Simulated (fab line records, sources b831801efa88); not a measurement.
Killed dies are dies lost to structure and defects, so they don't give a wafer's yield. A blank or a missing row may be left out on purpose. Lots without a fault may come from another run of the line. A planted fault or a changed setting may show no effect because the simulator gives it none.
A struck lot beside a sound one | flow sky130 | 35 steps out of a route of 708
Sound: wafers L390.2, L390.3, L390.6. Struck: wafer L407.5. (L407.3 of the same lot was not struck and is left out.) The cause comes at the end.
At each step with rows: each side's tool, then ch and its chambers, then its first start. Under that, the readings that differ: sound wafers | struck wafers | difference of the means | sigmas: that difference in standard deviations of wafers without a fault.
alike: readings whose means differ by less than 2 such deviations, and words and numbers that are the same on both sides. not compared: withheld readings, readings that some wafer has no value for, bounds like >300 that may hide the same value, and numbers for which the record gives no deviation and whose values overlap.
The two part at a step that has a row with sigmas, a row that says differs or no value, or rows on one side only. Numbers that don't overlap but have no deviation are shown without sigmas and don't part them. A reading that every wafer of one side lacks parts them only if that side has two wafers or more.

first, 4 steps without rows for these wafers: SKY_METAL5_SOFTBAKE_10 (time 60 s); SKY_METAL5_EXPOSE_11 (exposes mask MM5, target cd 1600 nm); SKY_METAL5_PEB_12; SKY_METAL5_DEVELOP_13 (develop time 60 s).
SKY_METAL5_DESCUM_14: chemistry O2, time 11 s.
  sound on rie_metal-02 ch 0, day 45 05:38; struck on rie_metal-02 ch 0, day 49 04:56
  alike: drypump_motor_current_A, oes_product_au
  not compared: rf_hours_counter_h
SKY_METAL5_METAL_ETCH_15: etches the open film in Cl2/BCl3, stops on SiO2, target depth 1260 nm, time 252 s.
  sound on rie_metal-02 ch 0, day 45 05:46; struck on rie_metal-02 ch 0, day 49 05:02
  alike: drypump_motor_current_A, oes_product_au, throttle_valve_pct
  not compared: rf_hours_counter_h
SKY_METAL5_STRIP_16: strips in O2/N2.
  sound on plasma_asher-04 ch 0,1, day 45 06:10; struck on plasma_asher-04 ch 0, day 49 05:13
  alike: drypump_motor_current_A, n2_flow_sccm, oes_product_au, strip_time_to_endpoint_s
  not compared: rf_hours_counter_h
then, 4 steps without rows for these wafers: SKY_METAL5_STRIP_17 (strips in post etch residue remover, time 1200 s); SKY_METAL5_CLEAN_18 (cleans in IPA, time 180 s); SKY_METAL5_CLEAN_19 (cleans in O3/DIW); SKY_PASSIVATION_CVD_00 (deposits SiO2, target thk 90 nm).
SKY_PASSIVATION_THK_MEAS_01:
  sound on film_metro-03, day 45 06:47; struck on film_metro-04, day 49 05:49
  alike: PASSIVATION_CVD_00_THK
SKY_PASSIVATION_CVD_02: deposits Si3N4, target thk 540 nm.
  sound on pecvd-02 ch 0,1,2, day 45 06:50; struck on pecvd-02 ch 2, day 49 05:52
  reading                                       | sound             | struck | difference | sigmas
  model.Si3N4_of_PASSIVATION_CVD_02.thk_nm (nm) | 539.7 530.7 542.7 | 428.5  | -109.2     |
  alike: heater_power_w
SKY_PASSIVATION_THK_MEAS_03:
  sound on film_metro-03, day 45 07:04; struck on film_metro-02, day 49 06:07
  reading                     | sound       | struck | difference | sigmas
  PASSIVATION_CVD_02_THK (nm) | 540 531 543 | 428    | -110       | -17
then, 7 steps without rows for these wafers: SKY_PASSIVATION_DEHYDRATE_04 (time 60 s); SKY_PASSIVATION_HMDS_05 (prime time 60 s); SKY_PASSIVATION_COAT_06 (resist thk 3000 nm); SKY_PASSIVATION_SOFTBAKE_07; SKY_PASSIVATION_EXPOSE_08 (exposes mask NSM, target cd 3000 nm); SKY_PASSIVATION_PEB_09; SKY_PASSIVATION_DEVELOP_10 (develop time 60 s).
SKY_PASSIVATION_ETCH_11: etches the open film in CF4/O2, stops on AlCu, target depth 725 nm, time 161.1 s.
  sound on rie_diel-03 ch 0,2, day 46 03:01; struck on rie_diel-03 ch 2, day 50 00:03
  reading                                 | sound             | struck | difference | sigmas
  oes_product_au (a.u.)                   | 0.981 0.967 0.977 | 0.885  | -0.090     | -14
  throttle_valve_pct (%)                  | 5.955 5.962 5.988 | 5.935  | -0.033     | -3
  model.PASSIVATION.feature_depth_nm (nm) | 701.6 693.8 707.7 | 595.1  | -105.9     |
  model.etch.depth_nm (nm)                | 701.6 693.8 707.7 | 595.1  | -105.9     |
  alike: O2_flow_sccm, drypump_motor_current_A
  not compared: rf_hours_counter_h
SKY_PASSIVATION_STRIP_12: strips in O2/N2.
  sound on plasma_asher-03 ch 0,1, day 46 03:08; struck on plasma_asher-03 ch 0, day 50 00:11
  alike: drypump_motor_current_A, n2_flow_sccm, oes_product_au, strip_time_to_endpoint_s
  not compared: rf_hours_counter_h
then, 7 steps without rows for these wafers: SKY_PAD_OPEN_DEHYDRATE_00 (time 60 s); SKY_PAD_OPEN_HMDS_01 (prime time 60 s); SKY_PAD_OPEN_COAT_02 (resist thk 3000 nm); SKY_PAD_OPEN_SOFTBAKE_03; SKY_PAD_OPEN_EXPOSE_04 (exposes mask PDM, target cd 60000 nm); SKY_PAD_OPEN_PEB_05; SKY_PAD_OPEN_DEVELOP_06 (develop time 60 s).
SKY_PAD_OPEN_ETCH_07: etches the open film in CF4/O2, stops on AlCu, target depth 725 nm, time 161.1 s.
  sound on rie_diel-02 ch 2,3, day 46 23:40; struck on rie_diel-04 ch 2, day 50 16:07
  reading                              | sound             | struck | difference | sigmas
  oes_product_au (a.u.)                | 0.977 0.973 0.988 | 0.886  | -0.093     | -12
  throttle_valve_pct (%)               | 5.970 5.982 5.963 | 5.927  | -0.045     | -5
  model.PAD_OPEN.feature_depth_nm (nm) | 701.6 693.8 707.7 | 595.1  | -105.9     |
  model.etch.depth_nm (nm)             | 701.6 693.8 707.7 | 595.1  | -105.9     |
  alike: O2_flow_sccm, drypump_motor_current_A
  not compared: rf_hours_counter_h
SKY_PAD_OPEN_STRIP_08: strips in O2/N2.
  sound on plasma_asher-02 ch 0, day 46 23:46; struck on plasma_asher-03 ch 0, day 50 16:16
  alike: drypump_motor_current_A, n2_flow_sccm, oes_product_au
  not compared: rf_hours_counter_h
SKY_PAD_OPEN_STRIP_09: strips in post etch residue remover, time 1200 s.
  sound on wet_bench-04 ch 3, day 46 23:52; struck on wet_bench-04 ch 2, day 50 16:29
  reading                                       | sound             | struck | difference | sigmas
  model.Si3N4_of_PASSIVATION_CVD_02.thk_nm (nm) | 539.4 530.3 542.3 | 428.2  | -109.1     |
then, 1 step without rows for these wafers: SKY_PAD_OPEN_CLEAN_10 (cleans in IPA, time 180 s).
SKY_PAD_OPEN_PROBE_99:
  sound on prober-01, day 47 02:05; struck on prober-01, day 50 18:53
  alike: defect_limited_yield, killed_at_M0_to_M3, killed_at_M4_up, killed_at_contacts, killed_at_front_end, killed_at_other, killed_dies, killed_open, killed_short, sort_bin_3_pad_short, sort_bin_5_function, sort_bin_6_memory, sort_n_pass, sort_yield_pct

WHERE THEY PART
First at SKY_PASSIVATION_THK_MEAS_03; last, within this record, at SKY_PAD_OPEN_ETCH_07. Later steps at which nothing parts them and some readings are alike: SKY_PAD_OPEN_STRIP_08, SKY_PAD_OPEN_PROBE_99.

WHY: what the simulator had put in
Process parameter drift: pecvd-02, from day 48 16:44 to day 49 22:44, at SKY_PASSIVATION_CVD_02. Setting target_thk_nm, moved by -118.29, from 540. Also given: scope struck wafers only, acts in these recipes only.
